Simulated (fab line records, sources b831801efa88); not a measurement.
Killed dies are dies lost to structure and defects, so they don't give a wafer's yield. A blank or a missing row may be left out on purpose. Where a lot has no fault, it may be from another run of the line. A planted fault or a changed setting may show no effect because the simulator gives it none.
fab line records	flow sky130
[record] lots = 7	wafers = 21	last-day = 50
route steps=708 shown METAL4@600 CAP2M@603 PAD_OPEN@708
lots untouched by any fault: they come from a run of this same line in which no faults occurred
start-h: start of the lot's first displayed wafer, in hours after the record's first day	wait-h: hours elapsed since this lot's preceding step	" as in the row above	L1.1+2: several wafers, shown together as one row	- value missing, or start not given	* or withheld: withheld	< > ~ a bound
route shown NAME@n: NAME is a module with steps in the file, n the number in the route of the first one	usual: mean/standard deviation of fault-free wafers	same: alike in all rows	chamber/n: place in a boat	sites: per-site readings	_std_site: their standard deviation	_edge_site: mean of outer sites minus mean of inner sites	radius-mm: how far each site lies from the wafer's centre	mask NAME#n: copy n	behind: the most recent tool/chamber to have shaped the wafer	hold: the reason the lot was held/the length of the hold in hours/how it ended	device: whichever transistor did not switch (one of n, p or np)	end of line: the route-end tests of the same wafers	a step without rows: its recipe alone	killed: dies lost to structure and defects at the first sort, not the wafer's yield	map: a wafer's dies, marking killed ones x, the rest . and places with no die _
set.NAME: the setting the step ran with; set.NAME@STEP: the setting that earlier step ran with	model.NAME: the simulator's own value behind a step, which no gauge read
lots seen at some steps along the route; tables by step, rows by wafer
services: a tool's chamber out of use, with start hour (start-h, from the record's first day; less than 0 if before it), hours out, and reason
[[steps]]
[step SKY_METAL4_SPUTTER_02]
[recipe] material = AlCu	target-thk-nm = 735	power-w = 10600	time-s = 39.1	chamber-pressure-pa = 0.4
[usual] throttle-valve-pct = 30.1/1
lot.wafer	tool	chamber	start-h	wait-h	throttle-valve-pct
L990.1	pvd-sputter-02	-	1019.79	0.0	29.7
L990.4	"	-	"	"	28.9
L990.5	"	-	"	"	29.8
L991.4	pvd-sputter-04	-	1040.55	0.0	32.8
L991.5	"	-	"	"	29.0
L991.6	"	-	"	"	30.4
L993.2	pvd-sputter-04	-	1047.73	0.0	30.4
L993.4	"	-	"	"	29.6
L993.5	"	-	"	"	32.7
L994.1	pvd-sputter-02	-	1049.75	0.0	30.3
L994.2	"	-	"	"	30.8
L994.4	"	-	"	"	30.0
L995.1	pvd-sputter-02	-	1061.51	0.0	30.0
L995.3	"	-	"	"	28.8
L995.4	"	-	"	"	29.8
L999.1	pvd-sputter-01	-	1078.80	0.0	30.6
L999.3	"	-	"	"	29.7
L999.6	"	-	"	"	31.4
L100.1	pvd-sputter-01	-	1088.55	0.0	29.8
L100.2	"	-	"	"	28.6
L100.6	"	-	"	"	31.5
[step SKY_METAL4_SPUTTER_03]
[recipe] material = Ti	target-thk-nm = 5	power-w = 3000	time-s = 3.3	chamber-pressure-pa = 0.4
[step SKY_METAL4_SPUTTER_04]
[recipe] material = TiN	target-thk-nm = 70	power-w = 6500	time-s = 58.3	chamber-pressure-pa = 0.4
[usual] throttle-valve-pct = 30.1/1
lot.wafer	tool	chamber	start-h	wait-h	throttle-valve-pct
L990.1	pvd-sputter-02	-	1019.85	0.0	29.8
L990.4	"	-	"	"	28.7
L990.5	"	-	"	"	29.6
L991.4	pvd-sputter-04	-	1040.61	0.0	32.4
L991.5	"	-	"	"	29.0
L991.6	"	-	"	"	30.3
L993.2	pvd-sputter-04	-	1047.78	0.0	30.2
L993.4	"	-	"	"	29.5
L993.5	"	-	"	"	32.7
L994.1	pvd-sputter-02	-	1049.81	0.0	30.1
L994.2	"	-	"	"	31.0
L994.4	"	-	"	"	29.7
L995.1	pvd-sputter-02	-	1061.57	0.0	30.2
L995.3	"	-	"	"	28.5
L995.4	"	-	"	"	29.8
L999.1	pvd-sputter-01	-	1078.85	0.0	30.7
L999.3	"	-	"	"	29.8
L999.6	"	-	"	"	31.4
L100.1	pvd-sputter-01	-	1088.61	0.0	30.0
L100.2	"	-	"	"	28.5
L100.6	"	-	"	"	31.6
[step SKY_CAP2M_CVD_00]
[recipe] material = SiO2	target-thk-nm = 15.5	temp-c = 400	time-s = withheld	rf-w = 450
[usual] heater-power-w = 693/79	rf-fwd-power-W = 441.8/2.7	susceptor-temp-C = 400.00/0.26
lot.wafer	tool	chamber	start-h	wait-h	heater-power-w	rf-fwd-power-W	susceptor-temp-C
L990.1	pecvd-03	1	1019.90	0.0	767	437.6	400.10
L990.4	"	1	"	"	783	437.8	399.80
L990.5	"	0	"	"	648	444.0	400.24
L991.4	pecvd-01	0	1040.67	0.0	597	442.1	399.85
L991.5	"	2	"	"	705	443.3	400.38
L991.6	"	1	"	"	730	439.5	400.24
L993.2	pecvd-02	1	1047.83	0.0	591	437.8	400.13
L993.4	"	1	"	"	606	438.2	400.17
L993.5	"	2	"	"	695	446.4	399.89
L994.1	pecvd-01	0	1049.86	0.0	592	443.0	400.12
L994.2	"	1	"	"	705	440.0	399.67
L994.4	"	2	"	"	751	440.4	399.77
L995.1	pecvd-01	1	1061.62	0.0	747	439.7	400.19
L995.3	"	2	"	"	740	441.5	399.99
L995.4	"	2	"	"	739	440.9	400.39
L999.1	pecvd-03	0	1078.90	0.0	724	445.5	400.26
L999.3	"	1	"	"	877	438.5	400.07
L999.6	"	1	"	"	835	439.5	399.84
L100.1	pecvd-02	2	1088.65	0.0	638	446.2	399.71
L100.2	"	1	"	"	575	441.0	400.03
L100.6	"	0	"	"	787	442.8	399.83
[step SKY_CAP2M_THK_MEAS_01]
[recipe] reads = SiO2_of_CAP2M_CVD_00
[usual] CAP2M_CVD_00_THK = 15.53/0.21
lot.wafer	tool	chamber	start-h	wait-h	CAP2M_CVD_00_THK[nm]
L990.1	film-metro-04	-	1019.92	-	15.67
L990.4	"	-	"	"	15.50
L990.5	"	-	"	"	15.69
L991.4	film-metro-01	-	1040.71	-	15.46
L991.5	"	-	"	"	15.40
L991.6	"	-	"	"	15.26
L993.2	film-metro-02	-	1047.87	-	15.31
L993.4	"	-	"	"	15.53
L993.5	"	-	"	"	15.82
L994.1	film-metro-01	-	1049.88	-	15.35
L994.2	"	-	"	"	15.50
L994.4	"	-	"	"	15.99
L995.1	film-metro-01	-	1061.64	-	15.37
L995.3	"	-	"	"	15.40
L995.4	"	-	"	"	15.58
L999.1	film-metro-01	-	1078.92	-	15.30
L999.3	"	-	"	"	15.23
L999.6	"	-	"	"	15.36
L100.1	film-metro-01	-	1088.68	-	15.57
L100.2	"	-	"	"	15.47
L100.6	"	-	"	"	15.94
[step SKY_CAP2M_SPUTTER_02]
[recipe] material = TiN	target-thk-nm = 200	temp-c = 300	power-w = 6500	time-s = 166.7	chamber-pressure-pa = 0.4
[usual] substrate-temp-c = 299.99/0.2	susceptor-temp-C = 300.02/0.19	throttle-valve-pct = 29.5/1.1
lot.wafer	tool	chamber	start-h	wait-h	substrate-temp-c	susceptor-temp-C	throttle-valve-pct
L990.1	pvd-sputter-01	-	1019.98	0.1	300.12	299.90	28.6
L990.4	"	-	"	"	299.61	300.38	30.7
L990.5	"	-	"	"	299.82	299.76	28.5
L991.4	pvd-sputter-02	-	1040.74	0.0	299.64	300.10	30.1
L991.5	"	-	"	"	300.04	300.05	29.7
L991.6	"	-	"	"	300.08	299.98	30.1
L993.2	pvd-sputter-01	-	1047.92	0.0	299.85	299.85	30.7
L993.4	"	-	"	"	299.66	299.96	29.9
L993.5	"	-	"	"	300.16	299.89	28.8
L994.1	pvd-sputter-03	-	1049.94	0.1	300.37	299.67	27.5
L994.2	"	-	"	"	299.96	300.04	30.0
L994.4	"	-	"	"	300.16	300.15	29.7
L995.1	pvd-sputter-03	-	1061.70	0.1	299.92	299.98	30.2
L995.3	"	-	"	"	299.63	299.86	29.7
L995.4	"	-	"	"	299.77	300.00	27.9
L999.1	pvd-sputter-03	-	1078.98	0.1	300.01	299.99	29.9
L999.3	"	-	"	"	300.11	300.04	29.9
L999.6	"	-	"	"	300.01	299.55	30.0
L100.1	pvd-sputter-03	-	1088.74	0.1	300.31	299.72	29.5
L100.2	"	-	"	"	300.12	299.82	30.0
L100.6	"	-	"	"	300.13	299.81	29.8
[step SKY_CAP2M_RS_MEAS_03]
[recipe] thk-meas-gauge = four-point-probe	reads = TiN_of_CAP2M_SPUTTER_02
[usual] CAP2M_TIN_RS = 6.87/0.074
lot.wafer	tool	chamber	start-h	wait-h	CAP2M_TIN_RS[ohm/sq]
L990.1	film-metro-01	-	1020.09	0.1	6.82
L990.4	"	-	"	"	6.83
L990.5	"	-	"	"	6.79
L991.4	film-metro-02	-	1040.91	0.1	6.86
L991.5	"	-	"	"	6.86
L991.6	"	-	"	"	6.79
L993.2	film-metro-01	-	1048.04	0.1	6.88
L993.4	"	-	"	"	6.88
L993.5	"	-	"	"	6.92
L994.1	film-metro-04	-	1050.05	0.1	6.93
L994.2	"	-	"	"	6.96
L994.4	"	-	"	"	6.84
L995.1	film-metro-04	-	1061.81	0.1	6.71
L995.3	"	-	"	"	6.78
L995.4	"	-	"	"	6.77
L999.1	film-metro-02	-	1079.09	0.1	6.82
L999.3	"	-	"	"	6.90
L999.6	"	-	"	"	6.86
L100.1	film-metro-02	-	1088.87	0.1	6.82
L100.2	"	-	"	"	6.89
L100.6	"	-	"	"	6.87
[step SKY_CAP2M_THK_MEAS_04]
[recipe] thk-meas-gauge = xrf	reads = TiN_of_CAP2M_SPUTTER_02
[usual] CAP2M_TIN_THK = 204.5/2.2
lot.wafer	tool	chamber	start-h	wait-h	CAP2M_TIN_THK[nm]
L990.1	film-metro-01	-	1020.21	0.1	207.4
L990.4	"	-	"	"	206.1
L990.5	"	-	"	"	206.8
L991.4	film-metro-02	-	1041.00	0.1	204.7
L991.5	"	-	"	"	204.0
L991.6	"	-	"	"	207.1
L993.2	film-metro-01	-	1048.15	0.1	206.7
L993.4	"	-	"	"	206.8
L993.5	"	-	"	"	204.3
L994.1	film-metro-04	-	1050.17	0.1	202.0
L994.2	"	-	"	"	201.2
L994.4	"	-	"	"	206.2
L995.1	film-metro-04	-	1061.93	0.1	208.3
L995.3	"	-	"	"	206.4
L995.4	"	-	"	"	208.8
L999.1	film-metro-02	-	1079.21	0.1	205.3
L999.3	"	-	"	"	204.1
L999.6	"	-	"	"	204.8
L100.1	film-metro-02	-	1088.99	0.1	205.2
L100.2	"	-	"	"	203.3
L100.6	"	-	"	"	203.7
[step SKY_CAP2M_DEHYDRATE_05]
[recipe] temp-c = 200	time-s = 60
[step SKY_CAP2M_HMDS_06]
[recipe] prime-time-s = 60	prime-temp-c = 120
[step SKY_CAP2M_COAT_07]
[recipe] resist = NOVOLAK	spin-rpm = 3000	resist-thk-nm = 1140
[step SKY_CAP2M_SOFTBAKE_08]
[recipe] temp-c = 90	time-s = 60	resist = NOVOLAK
[step SKY_CAP2M_EXPOSE_09]
[recipe] mask-id = CAP2M	na = 0.6	source-shape = conventional	sigma-outer = 0.6	polarization = unpolarized	target-cd-nm = 1000	dose-mj = 161
lot.wafer	tool	chamber	start-h	wait-h	mask
L990.1+4+5	iline-stepper-01	0	1032.55	-	CAP2M#0
L991.4+5+6	iline-stepper-01	0	1051.77	-	CAP2M#0
L993.2+4+5	iline-stepper-01	0	1060.58	-	CAP2M#0
L994.1+2+4	iline-stepper-01	0	1062.28	-	CAP2M#0
L995.1+3+4	iline-stepper-01	0	1071.13	-	CAP2M#0
L999.1+3+6	iline-stepper-02	0	1093.78	-	CAP2M#0
L100.1+2+6	iline-stepper-02	0	1096.08	-	CAP2M#0
[step SKY_CAP2M_PEB_10]
[recipe] temp-c = withheld	time-s = *	resist = NOVOLAK
[step SKY_CAP2M_DEVELOP_11]
[recipe] resist = NOVOLAK	developer = TMAH	develop-time-s = 60	dev-temp-c = 23
[step SKY_CAP2M_OVL_MEAS_12]
[usual] CAP2M_OVL = 0.0/1.5
lot.wafer	tool	chamber	start-h	wait-h	CAP2M_OVL[nm]
L990.1	overlay-01	-	1043.13	0.1	-0.6
L990.4	"	-	"	"	0.6
L990.5	"	-	"	"	0.1
L991.4	overlay-01	-	1062.75	0.1	0.0
L991.5	"	-	"	"	2.8
L991.6	"	-	"	"	0.5
L993.2	overlay-01	-	1069.84	0.1	0.6
L993.4	"	-	"	"	1.6
L993.5	"	-	"	"	2.8
L994.1	overlay-01	-	1071.63	0.1	1.2
L994.2	"	-	"	"	-0.4
L994.4	"	-	"	"	-0.7
L995.1	overlay-02	-	1082.63	0.1	-1.1
L995.3	"	-	"	"	-3.3
L995.4	"	-	"	"	-0.7
L999.1	overlay-02	-	1102.83	0.1	0.5
L999.3	"	-	"	"	-2.2
L999.6	"	-	"	"	-0.8
L100.1	overlay-02	-	1107.33	0.1	0.1
L100.2	"	-	"	"	0.2
L100.6	"	-	"	"	0.7
[step SKY_CAP2M_METAL_ETCH_13]
[recipe] target-depth-nm = 220	stop-on = SiO2	chemistry = Cl2/BCl3	target = TiN	pressure-mtorr = 10	icp-w = 900	bias-w = 48.5	Cl2_flow_sccm = 60	bcl3-flow-sccm = 30	time-s = 62.9
[usual] drypump-motor-current-A = 5.7/0.44	oes-product-au = 0.944/0.0076	rf-fwd-power-W = 892/3.6	throttle-valve-pct = 21.900/0.011
lot.wafer	tool	chamber	start-h	wait-h	drypump-motor-current-A	oes-product-au	rf-fwd-power-W	rf-hours-counter-h	throttle-valve-pct	model.CAP2M.cd-nm
L990.1	rie-metal-01	0	1043.17	0.0	5.6	0.946	886	8	21.918	996.2
L990.4	"	0	"	"	5.6	0.944	891	-	21.906	998.4
L990.5	"	1	"	"	6.4	0.957	893	-	21.909	998.3
L991.4	rie-metal-01	1	1062.79	0.0	6.4	0.944	895	-	21.903	993.6
L991.5	"	1	"	"	6.3	0.950	894	-	21.880	993.8
L991.6	"	0	"	"	5.6	0.947	894	-	21.873	994.9
L993.2	rie-metal-04	1	1069.87	0.0	5.7	0.941	886	12	21.905	966.2
L993.4	"	0	"	"	6.2	0.935	896	-	21.898	984.4
L993.5	"	0	"	"	6.2	0.939	895	-	21.903	981.2
L994.1	rie-metal-04	1	1071.66	0.0	5.6	0.937	888	12	21.900	966.5
L994.2	"	0	"	"	6.2	0.938	892	18	21.910	991.5
L994.4	"	1	"	"	5.6	0.947	889	-	21.887	983.2
L995.1	rie-metal-01	0	1082.66	0.0	5.6	0.944	892	11	21.889	978.3
L995.3	"	0	"	"	5.6	0.944	890	-	21.893	987
L995.4	"	0	"	"	5.6	0.956	893	-	21.903	983.2
L999.1	rie-metal-04	0	1102.87	0.0	6.2	0.939	894	20	21.879	996.6
L999.3	"	0	"	"	6.2	0.940	887	-	21.887	997.7
L999.6	"	0	"	"	6.2	0.936	892	-	21.893	996
L100.1	rie-metal-03	0	1107.37	0.0	5.6	0.945	894	15	21.889	994.5
L100.2	"	1	"	"	4.9	0.941	893	13	21.883	995.5
L100.6	"	1	"	"	4.9	0.948	890	-	21.899	997.1
[step SKY_CAP2M_STRIP_14]
[recipe] chemistry = O2/N2	power-w = 1400	pressure-mtorr = 1500	platen-temp-c = withheld	o2-flow-sccm = 3000	n2-flow-sccm = 300	overash-fraction = 0.5
[usual] drypump-motor-current-A = 5.6/0.53	oes-product-au = 0.710/0.004	strip-time-to-endpoint-s = 12.67/0.048
lot.wafer	tool	chamber	start-h	wait-h	drypump-motor-current-A	oes-product-au	rf-hours-counter-h	strip-time-to-endpoint-s
L990.1	plasma-asher-02	1	1043.25	0.1	4.8	0.707	121	12.72
L990.4	"	0	"	"	5.4	0.715	-	12.69
L990.5	"	0	"	"	5.5	0.704	-	12.76
L991.4	plasma-asher-01	1	1062.88	0.1	6.1	0.708	-	12.63
L991.5	"	0	"	"	6.3	0.706	-	12.68
L991.6	"	1	"	"	6.1	0.715	-	12.67
L993.2	plasma-asher-02	0	1069.95	0.1	5.5	0.713	1	12.73
L993.4	"	1	"	"	4.7	0.706	-	12.72
L993.5	"	0	"	"	5.5	0.715	-	12.73
L994.1	plasma-asher-01	0	1071.74	0.1	6.3	0.713	28	12.64
L994.2	"	1	"	"	6.1	0.710	28	12.59
L994.4	"	0	"	"	6.3	0.710	-	12.67
L995.1	plasma-asher-04	1	1082.82	0.1	5.8	0.711	68	12.71
L995.3	"	1	"	"	5.8	0.711	-	12.73
L995.4	"	0	"	"	5.4	0.708	-	12.69
L999.1	plasma-asher-01	1	1102.95	0.1	6.1	0.718	30	12.68
L999.3	"	1	"	"	6.1	0.709	-	12.75
L999.6	"	0	"	"	6.3	0.712	-	12.69
L100.1	plasma-asher-02	0	1107.45	0.1	5.4	0.705	4	12.59
L100.2	"	1	"	"	4.7	0.707	4	12.60
L100.6	"	0	"	"	5.4	0.711	-	12.60
[step SKY_PAD_OPEN_PROBE_99]
[usual] killed_at_M0_to_M3 = 42/7.2	killed_at_M4_up = 3.2/1.8	killed-at-contacts = 24/5.4	killed-at-front-end = 15/4	killed-at-other = 0.3/0.59	killed-dies = 84/9	killed-open = 46/7.1	killed-short = 38/6
[same] gross-dies = 492	killed-at-back-side = 0
lot.wafer	tool	chamber	start-h	wait-h	killed_at_M0_to_M3	killed_at_M4_up	killed-at-contacts	killed-at-front-end	killed-at-other	killed-dies	killed-open	killed-short	model.etest.res-li.line-ohm-um
L990.1	prober-01	-	1154.78	0.1	34	7	28	15	0	84	41	42	75.34
L990.4	prober-01	-	1154.93	0.2	45	3	23	15	0	86	48	37	76.72
L990.5	prober-01	-	1154.98	0.2	52	4	15	8	0	79	46	33	74.61
L991.4	prober-01	-	1168.99	0.2	46	4	22	13	0	85	46	39	75.13
L991.5	prober-01	-	1169.04	0.2	40	2	26	16	1	85	42	43	75.32
L991.6	prober-01	-	1169.09	0.2	44	4	22	22	0	92	39	53	75.78
L993.2	prober-01	-	1173.85	0.1	39	0	27	12	1	79	41	38	75.01
L993.4	prober-01	-	1173.95	0.2	29	6	30	15	0	80	45	35	75.86
L993.5	prober-01	-	1174.00	0.2	38	3	33	15	0	89	53	35	75.05
L994.1	prober-02	-	1176.08	0.1	44	3	20	10	1	78	38	40	71.24
L994.2	prober-02	-	1176.13	0.1	53	2	23	16	0	94	54	40	70.44
L994.4	prober-02	-	1176.23	0.2	38	1	27	9	1	76	43	33	72.38
L995.1	prober-01	-	1180.40	0.1	44	2	26	16	0	88	47	41	70.68
L995.3	prober-01	-	1180.50	0.2	34	1	22	16	0	73	42	31	70
L995.4	prober-01	-	1180.55	0.2	37	2	21	19	0	79	41	38	70.95
L999.1	prober-01	-	1197.27	0.1	44	5	17	17	0	83	44	39	77.39
L999.3	prober-01	-	1197.37	0.2	42	2	38	18	0	100	49	50	76.35
L999.6	prober-01	-	1197.52	0.2	43	3	33	15	0	94	52	42	77.2
L100.1	prober-02	-	1199.96	0.1	45	4	22	20	0	91	54	37	76.41
L100.2	prober-02	-	1200.01	0.1	50	2	29	7	0	88	59	28	74.77
L100.6	prober-02	-	1200.21	0.2	51	6	28	9	0	94	55	39	76.87
// killed by level:class
L990.1 CONTACT:geometric-particle:open=11 VIA1:geometric-particle:open=9 CONTACT:geometric-particle:short=6 METAL4:geometric-particle:short=6 LI_CONTACT:geometric-particle:short=5 POLY_GATE:geometric-particle:short=4 POLY_GATE:geometric-particle:open=4 VIA1:geometric-particle:short=4
L990.4 VIA1:geometric-particle:open=15 VIA2:geometric-particle:open=8 CONTACT:geometric-particle:open=6 VIA3:geometric-particle:open=6 LOCAL_INTERCONNECT:geometric-particle:short=5 LI_CONTACT:geometric-particle:open=4 CONTACT:geometric-particle:short=4 METAL1:geometric-particle:short=4
L990.5 VIA1:geometric-particle:open=15 LI_CONTACT:geometric-particle:open=7 METAL3:geometric-particle:short=6 VIA3:geometric-particle:open=6 CONTACT:geometric-particle:open=5 METAL2:geometric-particle:short=5 VIA2:geometric-particle:open=5 POLY_GATE:geometric-particle:short=4
L991.4 VIA1:geometric-particle:open=10 CONTACT:geometric-particle:open=9 VIA2:geometric-particle:open=7 METAL2:geometric-particle:short=6 METAL1:geometric-particle:short=5 VIA1:geometric-particle:short=5 FIELD_ISO:geometric-particle:open=4 POLY_GATE:geometric-particle:open=4
L991.5 VIA1:geometric-particle:open=11 CONTACT:geometric-particle:open=9 LOCAL_INTERCONNECT:geometric-particle:short=7 METAL3:geometric-particle:short=6 FIELD_ISO:geometric-particle:open=5 METAL1:geometric-particle:short=5 CONTACT:geometric-particle:short=5 VIA2:geometric-particle:open=5
L991.6 METAL1:geometric-particle:short=13 VIA1:geometric-particle:open=9 FIELD_ISO:geometric-particle:short=7 CONTACT:geometric-particle:open=7 LOCAL_INTERCONNECT:geometric-particle:short=6 VIA1:geometric-particle:short=6 POLY_GATE:geometric-particle:short=5 LI_CONTACT:geometric-particle:open=5
L993.2 CONTACT:geometric-particle:short=9 CONTACT:geometric-particle:open=8 METAL2:geometric-particle:short=8 VIA1:geometric-particle:open=7 VIA2:geometric-particle:open=6 VIA3:geometric-particle:open=6 LI_CONTACT:geometric-particle:open=5 VIA1:geometric-particle:short=4
L993.4 LOCAL_INTERCONNECT:geometric-particle:short=8 LI_CONTACT:geometric-particle:open=7 CONTACT:geometric-particle:open=7 FIELD_ISO:geometric-particle:open=6 VIA1:geometric-particle:open=6 METAL2:geometric-particle:short=6 VIA2:geometric-particle:open=6 CONTACT:geometric-particle:short=4
L993.5 VIA1:geometric-particle:open=11 LI_CONTACT:geometric-particle:open=10 VIA2:geometric-particle:open=10 CONTACT:geometric-particle:open=7 LOCAL_INTERCONNECT:geometric-particle:short=6 CONTACT:geometric-particle:short=6 FIELD_ISO:geometric-particle:open=4 SPACER:geometric-particle:open=4
L994.1 VIA1:geometric-particle:open=10 VIA3:geometric-particle:open=9 LI_CONTACT:geometric-particle:short=6 METAL1:geometric-particle:short=6 CONTACT:geometric-particle:short=4 CONTACT:geometric-particle:open=4 VIA2:geometric-particle:open=4 POLY_GATE:geometric-particle:short=3
L994.2 VIA1:geometric-particle:open=14 LI_CONTACT:geometric-particle:open=9 CONTACT:geometric-particle:open=8 METAL1:geometric-particle:short=6 VIA2:geometric-particle:short=6 VIA2:geometric-particle:open=5 VIA3:geometric-particle:open=5 FIELD_ISO:geometric-particle:short=4
L994.4 VIA1:geometric-particle:open=10 LI_CONTACT:geometric-particle:open=8 CONTACT:geometric-particle:open=7 VIA3:geometric-particle:open=5 METAL2:geometric-particle:short=5 METAL3:geometric-particle:short=4 FIELD_ISO:geometric-particle:short=3 LI_CONTACT:geometric-particle:short=3
L995.1 VIA1:geometric-particle:open=10 FIELD_ISO:geometric-particle:short=8 LI_CONTACT:geometric-particle:open=8 CONTACT:geometric-particle:open=8 METAL1:geometric-particle:short=6 VIA2:geometric-particle:open=6 LOCAL_INTERCONNECT:geometric-particle:short=5 VIA3:geometric-particle:open=5
L995.3 VIA1:geometric-particle:open=9 CONTACT:geometric-particle:open=8 LI_CONTACT:geometric-particle:open=6 POLY_GATE:geometric-particle:short=5 VIA3:geometric-particle:open=5 POLY_GATE:geometric-particle:open=4 LOCAL_INTERCONNECT:geometric-particle:short=4 METAL1:geometric-particle:short=4
L995.4 METAL1:geometric-particle:short=10 VIA1:geometric-particle:open=7 VIA2:geometric-particle:open=6 FIELD_ISO:geometric-particle:short=5 LI_CONTACT:geometric-particle:open=5 LOCAL_INTERCONNECT:geometric-particle:short=5 CONTACT:geometric-particle:open=5 POLY_GATE:geometric-particle:open=4
L999.1 VIA1:geometric-particle:open=10 VIA3:geometric-particle:open=9 METAL2:geometric-particle:short=7 FIELD_ISO:geometric-particle:open=6 CONTACT:geometric-particle:short=6 FIELD_ISO:geometric-particle:short=5 VIA2:geometric-particle:open=5 LI_CONTACT:geometric-particle:open=5
L999.3 CONTACT:geometric-particle:open=15 VIA1:geometric-particle:open=9 VIA1:geometric-particle:short=7 LI_CONTACT:geometric-particle:short=7 LI_CONTACT:geometric-particle:open=7 METAL2:geometric-particle:short=6 LOCAL_INTERCONNECT:geometric-particle:short=6 VIA2:geometric-particle:open=6
L999.6 LI_CONTACT:geometric-particle:open=10 CONTACT:geometric-particle:open=9 METAL2:geometric-particle:short=8 FIELD_ISO:geometric-particle:open=6 LOCAL_INTERCONNECT:geometric-particle:short=6 VIA1:geometric-particle:open=6 VIA3:geometric-particle:open=6 VIA2:geometric-particle:open=5
L100.1 VIA1:geometric-particle:open=12 FIELD_ISO:geometric-particle:short=9 LI_CONTACT:geometric-particle:open=9 CONTACT:geometric-particle:open=9 VIA3:geometric-particle:open=8 METAL1:geometric-particle:short=5 VIA2:geometric-particle:open=5 FIELD_ISO:geometric-particle:open=4
L100.2 CONTACT:geometric-particle:open=17 VIA1:geometric-particle:open=14 VIA3:geometric-particle:open=11 VIA2:geometric-particle:open=6 METAL1:geometric-particle:short=5 CONTACT:geometric-particle:short=5 METAL2:geometric-particle:short=4 LI_CONTACT:geometric-particle:open=3
L100.6 VIA3:geometric-particle:open=15 LI_CONTACT:geometric-particle:open=10 CONTACT:geometric-particle:open=8 VIA1:geometric-particle:open=7 METAL4:geometric-particle:short=5 CONTACT:geometric-particle:short=5 METAL1:geometric-particle:short=5 VIA2:geometric-particle:open=5
[[services]]
tool	chamber	start-h	hours	kind
iline-stepper-01	0	1000.25	-	calibration
pvd-sputter-01	-	1001.47	4.3	repair
pecvd-02	-	1007.01	1.2	repair
pecvd-02	-	1007.50	2.3	repair
pecvd-02	2	1009.32	5.7	repair
pvd-sputter-02	-	1011.14	3.4	repair
rie-metal-01	0	1026.30	2.9	repair
pvd-sputter-01	-	1026.42	1.4	repair
rie-metal-01	-	1027.39	1.9	repair
plasma-asher-02	-	1055.25	9.0	pm
plasma-asher-02	0	1055.25	9.0	vent-cycle
plasma-asher-02	1	1055.25	9.0	vent-cycle
iline-stepper-02	-	1060.67	1.7	pm
pvd-sputter-01	-	1061.81	15.0	repair
plasma-asher-01	-	1063.15	4.8	repair
rie-metal-01	1	1063.76	-	clean
rie-metal-01	1	1063.76	19.3	scheduled-down
rie-metal-01	1	1063.76	19.3	vent-cycle
plasma-asher-01	-	1075.30	5.4	repair
iline-stepper-02	-	1082.75	11.0	repair
iline-stepper-01	-	1087.11	7.2	repair
iline-stepper-01	-	1098.31	1.7	pm
pecvd-02	2	1100.64	5.3	repair
rie-metal-03	0	1101.40	2.6	repair
[[key]]
first-sign none at tools or gauges
[model-effect] step = SKY_CAP2M_METAL_ETCH_13	value = CAP2M.cd-nm	without = 998	struck = 980.2
[model-effect] step = SKY_PAD_OPEN_PROBE_99	value = etest.res-li.line-ohm-um	without = 75.34	struck = 72.4
met-at SKY_CAP2M_EXPOSE_09
struck-wafers L993.2,L993.4,L993.5,L994.1,L994.2,L994.4,L995.1,L995.3,L995.4
tester-left-out L994,L995
onset-between 1051.77 1060.58
[earlier-fault] kind = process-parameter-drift	tool = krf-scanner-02	chamber = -	onset-h = 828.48	steps = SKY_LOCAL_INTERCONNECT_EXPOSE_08	channel = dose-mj	offset = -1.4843	shape = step	acts-in = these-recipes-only	stated = 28
[earlier-fault] kind = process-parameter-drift	tool = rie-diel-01	chamber = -	onset-h = 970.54	steps = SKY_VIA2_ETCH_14	channel = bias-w	offset = 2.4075	shape = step	acts-in = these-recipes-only	stated = 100
[fault] kind = process-parameter-drift	tool = iline-stepper-01	chamber = -	onset-h = 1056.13	steps = SKY_CAP2M_EXPOSE_09	channel = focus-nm	offset = 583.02	spread-by-wafer = 0.3	shape = step
// tester-left-out: of these lots the tester's yield and bins aren't shown, on N5 and GAA mostly nor the transistor test; their killed dies are dies lost to structure and defects alone, not to doping, threshold or leakage, so they don't give the yield
